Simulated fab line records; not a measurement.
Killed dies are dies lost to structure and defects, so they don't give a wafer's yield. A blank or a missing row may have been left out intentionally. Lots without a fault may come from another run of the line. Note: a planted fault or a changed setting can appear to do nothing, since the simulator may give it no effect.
Which of the tools did it? ; flow sky130 ; 7 lots, 21 wafers sampled, at 3 steps of a route of 708

WHAT EACH GAUGE READ, for each wafer
SKY_LDD_HVN_TW_MEAS_10.
lot;measured;on;LDD_HVN_TW
L782;day 22 03:58;filmMetro-01;1429 1432 1426
L786;day 23 07:10;filmMetro-01;1421 1435 1430
L789;day 24 07:22;filmMetro-01;1437 1437 1433
L791;day 25 22:16;filmMetro-02;1449 1444 1454
L793;day 26 08:24;filmMetro-03;1408 1405 1408
L795;day 26 15:36;filmMetro-01;1438 1449 360
L801;day 28 15:55;filmMetro-02;1454 1452 1445

EACH LOT AND THE TOOL THAT RAN IT (in order: tool; ch and the chambers of the sampled wafers; start)
lot;SKY_RES_PROTECT_STRIP_07;SKY_LDD_HVN_DEVELOP_06
L782;plasmaAsher-02 ch 0,1, day 16 18:48;lithoTrack-01 ch 0, day 22 03:34
L786;plasmaAsher-02 ch 0,1, day 17 22:21;lithoTrack-01 ch 0, day 23 06:46
L789;plasmaAsher-03 ch 0,1, day 18 22:37;lithoTrack-02 ch 0, day 24 06:57
L791;plasmaAsher-03 ch 0,1, day 20 15:22;lithoTrack-02 ch 0, day 25 21:49
L793;plasmaAsher-04 ch 0,1, day 21 03:40;lithoTrack-03 ch 0, day 26 07:58
L795;plasmaAsher-03 ch 0,1, day 21 10:49;lithoTrack-03 ch 0, day 26 15:10
L801;plasmaAsher-02 ch 0,1, day 23 08:16;lithoTrack-02 ch 0, day 28 15:28
- SKY_RES_PROTECT_STRIP_07: strips in O2/N2.
- SKY_LDD_HVN_DEVELOP_06: develop time 60 s.

THE ANSWER, worked out from the rows above alone
Rule: the usual values come from the lots themselves. The widest of any qualifying gaps counts: lots, ordered by their means at a reading, are off when they make up no more than a third of the lots, leave a main group of 4 or more, and stand apart from it by 3 or more times the standard deviation of that group's means. The tables above print the reading to a certain number of digits; a main group whose means all agree to those digits is not used. A lot without any number at a reading at which 4 lots or more have one is off too. Any other lot the step has rows for is counted as sound.
Off: L795, at SKY_LDD_HVN_TW_MEAS_10 (LDD_HVN_TW). The main group: mean 1433, standard deviation 15.
A tool fits if, at a process step before that reading, it ran every lot that is off, and no sound lot after the first of them. Gauges at SKY_LDD_HVN_TW_MEAS_10: tried the same way as those tools. Can't be told from this: 3 tools fit, plasmaAsher-03 at SKY_RES_PROTECT_STRIP_07, lithoTrack-03 at SKY_LDD_HVN_DEVELOP_06, filmMetro-01 at SKY_LDD_HVN_TW_MEAS_10.

WHAT HAD BEEN PUT IN BY THE SIMULATOR
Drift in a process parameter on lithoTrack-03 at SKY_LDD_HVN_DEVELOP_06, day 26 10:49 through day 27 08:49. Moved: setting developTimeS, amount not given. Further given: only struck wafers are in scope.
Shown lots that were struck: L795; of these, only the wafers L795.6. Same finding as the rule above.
